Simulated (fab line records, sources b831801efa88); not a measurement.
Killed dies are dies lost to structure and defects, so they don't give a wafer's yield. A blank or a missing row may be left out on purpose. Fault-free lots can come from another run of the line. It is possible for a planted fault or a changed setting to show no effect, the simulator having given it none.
What tool caused it? | flow sky130 | 11 lots with 33 wafers sampled at 3 steps, on a route of 708 steps

## WHAT EACH GAUGE READ, for each wafer
SKY_METAL1_RS_MEAS_05: uses a four-point probe to measure.
lot  | measured     | on           | METAL1_ALCU_RS (ohm/sq)
L181 | day 33 08:25 | filmMetro-04 | 0.1235 0.1248 0.1260
L185 | day 34 06:05 | filmMetro-04 | 0.1225 0.1247 0.1230
L186 | day 34 18:25 | filmMetro-02 | 0.1279 0.1271 0.1276
L187 | day 35 00:07 | filmMetro-02 | 0.1281 0.1253 0.1233
L188 | day 35 05:38 | filmMetro-02 | 0.1269 0.1253 0.1239
L189 | day 35 10:37 | filmMetro-02 | 0.1286 0.1280 0.1258
L190 | day 35 13:01 | filmMetro-04 | 0.1261 0.1279 0.1270
L195 | day 37 02:11 | filmMetro-02 | 0.1271 0.1265 0.1275
L198 | day 38 00:31 | filmMetro-03 | 0.1278 0.1293 0.1276
L200 | day 38 19:53 | filmMetro-03 | 0.1278 0.1247 0.1267
L201 | day 38 22:36 | filmMetro-04 | 0.1252 0.1273 0.1250

## WHICH TOOL RAN EACH LOT (tool, then ch and the chambers of the sampled wafers, then the start)
lot  | SKY_CONTACT_ETCH_18               | SKY_CONTACT_STRIP_19
L181 | rieDiel-04 ch 0,3, day 33 06:00   | plasmaAsher-03 ch 0,1, day 33 06:55
L185 | rieDiel-01 ch 0,2,3, day 34 04:00 | plasmaAsher-02 ch 0,1, day 34 04:42
L186 | rieDiel-01 ch 0,3, day 34 16:00   | plasmaAsher-01 ch 0,1, day 34 17:01
L187 | rieDiel-01 ch 0,3, day 34 22:00   | plasmaAsher-03 ch 0,1, day 34 22:34
L188 | rieDiel-01 ch 0,1,3, day 35 04:00 | plasmaAsher-02 ch 0,1, day 35 04:07
L189 | rieDiel-01 ch 0,1,2, day 35 09:00 | plasmaAsher-02 ch 0,1, day 35 09:07
L190 | rieDiel-03 ch 0,1,3, day 35 11:00 | plasmaAsher-03 ch 0,1, day 35 11:19
L195 | rieDiel-03 ch 1,2,3, day 37 00:00 | plasmaAsher-02 ch 0,1, day 37 00:28
L198 | rieDiel-03 ch 1,2, day 37 23:00   | plasmaAsher-01 ch 0,1, day 37 23:06
L200 | rieDiel-04 ch 0,1,3, day 38 18:00 | plasmaAsher-02 ch 0,1, day 38 18:29
L201 | rieDiel-01 ch 0,2, day 38 21:00   | plasmaAsher-02 ch 0,1, day 38 21:13
- SKY_CONTACT_ETCH_18: etches Si3N4 in CHF3/O2, stops on TiN, time 39 s, target depth 75 nm.
- SKY_CONTACT_STRIP_19: strips in O2/N2.

## WHAT THE TOOLS THEMSELVES READ (means of the sampled wafers that have a number; where no wafer has one, the mark that the record gives instead)
SKY_CONTACT_ETCH_18.
lot  | tool       | O2_flow_sccm (sccm) | biasW (W) | drypumpMotorCurrentA (A) | oesProductAu (a.u.) | throttleValvePct (%)
L181 | rieDiel-04 | 4.988               | 200.0     | 5.8                      | 0.858               | 8.789
L185 | rieDiel-01 | 5.004               | 200.3     | 5.9                      | 0.862               | 8.796
L186 | rieDiel-01 | 4.994               | 200.1     | 6.1                      | 0.850               | 8.785
L187 | rieDiel-01 | 4.998               | 200.1     | 5.9                      | 0.843               | 8.792
L188 | rieDiel-01 | 4.992               | 249.3     | 5.9                      | 0.854               | 8.794
L189 | rieDiel-01 | 4.990               | 249.0     | 6.0                      | 0.853               | 8.784
L190 | rieDiel-03 | 4.991               | 199.8     | 5.4                      | 0.853               | 8.801
L195 | rieDiel-03 | 4.997               | 200.4     | 5.4                      | 0.856               | 8.794
L198 | rieDiel-03 | 5.001               | 199.8     | 5.2                      | 0.851               | 8.788
L200 | rieDiel-04 | 5.004               | 199.9     | 5.6                      | 0.853               | 8.792
L201 | rieDiel-01 | 4.988               | 199.3     | 6.1                      | 0.859               | 8.788

SKY_CONTACT_STRIP_19.
lot  | tool           | drypumpMotorCurrentA (A) | oesProductAu (a.u.) | stripTimeToEndpointS (s)
L181 | plasmaAsher-03 | 5.4                      | 0.380               | 3.64
L185 | plasmaAsher-02 | 5.2                      | 0.379               | 3.61
L186 | plasmaAsher-01 | 6.1                      | 0.375               | 3.60
L187 | plasmaAsher-03 | 5.8                      | 0.383               | 3.57
L188 | plasmaAsher-02 | 5.2                      | 0.382               | 3.53
L189 | plasmaAsher-02 | 5.1                      | 0.382               | 3.53
L190 | plasmaAsher-03 | 5.4                      | 0.382               | 3.61
L195 | plasmaAsher-02 | 5.1                      | 0.379               | 3.56
L198 | plasmaAsher-01 | 5.9                      | 0.382               | 3.64
L200 | plasmaAsher-02 | 5.1                      | 0.378               | 3.59
L201 | plasmaAsher-02 | 5.1                      | 0.381               | 3.61

## THE ANSWER, worked out from the rows above alone
Rule: usual is defined by the lots themselves. The widest of any qualifying gaps counts: lots, ordered by their means at a reading, are off when they make up no more than a third of the lots, leave a main group of 4 or more, and stand apart from it by 3 or more times the standard deviation of that group's means. A main group whose means are all the same, to the digits that the tables above print for the reading, isn't used. A lot without any number at a reading at which 4 lots or more have one is off too. Where the step has rows for the other lots, those lots are counted as sound. Order of review: gauges by route order, followed by the tools' own readings, for which a lot's mean as printed above is used. At the first step where some lot is off, the reading lying furthest off is the one used; lots without a number count as furthest.
Off: L188, L189 (SKY_CONTACT_ETCH_18, biasW). Mean 200.0 W and standard deviation 0.31 in the main group.
If a tool, at that step or one of the process steps before it, ran each lot that is off and ran no sound lot following the first of them, it fits. Not one of the candidates tried fits.

## WHAT WAS PUT IN BY THE SIMULATOR
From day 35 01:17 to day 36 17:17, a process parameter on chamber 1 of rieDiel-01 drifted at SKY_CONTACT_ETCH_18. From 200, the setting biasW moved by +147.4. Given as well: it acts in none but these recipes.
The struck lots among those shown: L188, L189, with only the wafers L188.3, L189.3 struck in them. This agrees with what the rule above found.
